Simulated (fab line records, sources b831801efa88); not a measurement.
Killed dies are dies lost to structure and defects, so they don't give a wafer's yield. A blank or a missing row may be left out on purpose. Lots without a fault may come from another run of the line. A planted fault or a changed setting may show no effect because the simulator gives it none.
A struck lot beside a sound one | flow gf180mcu | 16 steps out of a route of 602
Sound: wafers L663.1, L663.4, L663.6. Struck: wafers L668.2, L668.3, L668.6. The cause comes at the end.
At each step with rows: each side's tool, then ch and its chambers, then its first start. Under that, the readings that differ: sound wafers | struck wafers | difference of the means | sigmas: that difference in standard deviations of wafers without a fault.
alike: readings whose means differ by less than 2 such deviations, and words and numbers that are the same on both sides. not compared: withheld readings, readings that some wafer has no value for, bounds like >300 that may hide the same value, and numbers for which the record gives no deviation and whose values overlap.
The two part at a step that has a row with sigmas, a row that says differs or no value, or rows on one side only. Numbers that don't overlap but have no deviation are shown without sigmas and don't part them. A reading that every wafer of one side lacks parts them only if that side has two wafers or more.

first, 4 steps without rows for these wafers: GF_M3_SOFTBAKE_10 (time 60 s); GF_M3_EXPOSE_11 (exposes mask Metal3, target cd 280 nm); GF_M3_PEB_12 (peb time 90 s); GF_M3_DEVELOP_13 (develop time 60 s).
GF_M3_CD_MEAS_14: target cd 280 nm.
  sound on cd_sem-02, day 22 10:26; struck on cd_sem-01, day 24 09:04
  alike: cd_nm
GF_M3_OVL_MEAS_15:
  sound on overlay-01, day 22 10:33; struck on overlay-02, day 24 09:10
  alike: M3_OVL
GF_M3_METAL_ETCH_16: etches the open film in Cl2/BCl3, stops on SiO2, target depth 627.5 nm, time 104.6 s.
  sound on rie_metal-02 ch 0,1, day 22 10:35; struck on rie_metal-03 ch 0,1, day 24 09:12
  alike: drypump_motor_current_A, oes_product_au, throttle_valve_pct
  not compared: rf_hours_counter_h
GF_M3_STRIP_17: strips in O2/N2.
  sound on plasma_asher-03 ch 0,1, day 22 10:42; struck on plasma_asher-02 ch 0, day 24 09:19
  reading                     | sound       | struck      | difference | sigmas
  drypump_motor_current_A (A) | 6.4 6.4 6.2 | 5.4 5.3 5.3 | -1.0       | -2
  alike: heater_power_w, oes_product_au, platen_temp_c, strip_time_to_endpoint_s
  not compared: rf_hours_counter_h
then, 3 steps without rows for these wafers: GF_M3_STRIP_18 (strips in post etch residue remover, time 1200 s); GF_M3_CLEAN_19 (cleans in DIW); GF_V3_CVD_00 (deposits SiO2, target thk 600 nm, time 100 s).
GF_V3_THK_MEAS_01:
  sound on film_metro-04, day 22 11:19; struck on film_metro-04, day 24 09:55
  alike: V3_CVD_00_THK
GF_V3_CVD_02: deposits SiO2 from TEOS, target thk 850 nm, time 94.851 s.
  sound on pecvd-04 ch 1,2, day 22 11:22; struck on pecvd-04 ch 0,2, day 24 09:58
  reading                             | sound             | struck            | difference | sigmas
  run_length_s (s)                    | 122.5 122.9 122.8 | 118.4 118.4 118.3 | -4.4       | -9
  model.SiO2_of_V3_CVD_02.thk_nm (nm) | 848.6 844.4 848.8 | 805.6 794.5 820.5 | -40.4      |
  alike: heater_power_w
GF_V3_THK_MEAS_03:
  sound on film_metro-02, day 22 11:26; struck on film_metro-03, day 24 10:03
  reading            | sound       | struck      | difference | sigmas
  V3_CVD_02_THK (nm) | 848 844 849 | 805 794 820 | -41        | -4
GF_V3_CMP_04: polishes SiO2.
  sound on cmp-01 ch 0,3, day 22 11:30; struck on cmp-02 ch 0,2,3, day 24 10:06
  reading                | sound    | struck   | difference | sigmas
  time_to_endpoint_s (s) | 77 77 79 | 62 61 71 | -13        | -2
  alike: head_pressure_psi, motor_current_A
-- the record jumps here: 7 days lie between the struck wafers' starts before and after (it left off in module V3 and takes up again in module PASSIVATION, whose first step shown is number 602 of the route) --
GF_PASSIVATION_PROBE_99:
  the record has rows for the struck wafers here (prober-02, day 31 11:47) and none for the sound ones

WHERE THEY PART
First at GF_M3_STRIP_17; last, within this record, at GF_PASSIVATION_PROBE_99.

WHY: what the simulator had put in
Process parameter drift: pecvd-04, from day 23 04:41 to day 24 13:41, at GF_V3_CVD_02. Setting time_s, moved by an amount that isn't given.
